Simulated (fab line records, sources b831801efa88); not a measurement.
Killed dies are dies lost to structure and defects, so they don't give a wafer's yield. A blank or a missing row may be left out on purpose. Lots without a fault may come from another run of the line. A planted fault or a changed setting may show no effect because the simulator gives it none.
Chamber matching | flow gf180mcu | GF_V2_CMP_04 on cmp-01: 4 sister chambers
The step polishes SiO2. 8 wafers are shown with their chamber, then 7 later ones without.

WAFERS WITH THEIR CHAMBER
wafer  | chamber | motor_current_A (A) | time_to_endpoint_s (s)
L176.6 | 2       | 13.6                | 82
L177.3 | 3       | 12.1                | 79
L177.4 | 1       | 9.7                 | 84
L183.1 | 3       | 11.4                | 73
L183.2 | 2       | 14.0                | 73
L183.3 | 0       | 10.5                | 69
L192.1 | 1       | 9.8                 | 82
L192.3 | 0       | 10.7                | 81

WAFERS WITHOUT THEIR CHAMBER
wafer  | motor_current_A (A) | time_to_endpoint_s (s)
L192.6 | 10.6                | 84
L194.1 | 13.5                | 78
L194.3 | 11.7                | 73
L194.6 | 9.4                 | 82
L195.2 | 10.5                | 85
L195.3 | 10.6                | 83
L195.4 | 13.4                | 87

WHICH CHAMBER EACH WENT THROUGH
wafer  | from the rows above     | in truth
L192.6 | can't be placed: 0 or 1 | 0
L194.1 | 2                       | 2
L194.3 | 3                       | 3
L194.6 | 1                       | 1
L195.2 | can't be placed: 0 or 1 | 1
L195.3 | can't be placed: 0 or 1 | 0
L195.4 | 2                       | 2
Placed correctly: 4 of 7. Can't be placed from these rows: 3 (the true chamber is among the candidates in 3). Placed wrongly: 0.
How it was worked out, from the rows above alone: a wafer's distance from a chamber is the root of the sum, over the readings, of the square of ((its reading less the chamber's mean) divided by the reading's scatter). The wafer belongs to the nearest chamber; if the next one is less than 2 further off, it can't be placed. A chamber's mean is the mean of its shown wafers. The scatter: the root of (the sum of the squares of (reading less its chamber's mean) over the shown wafers, divided by (wafers less chambers)).
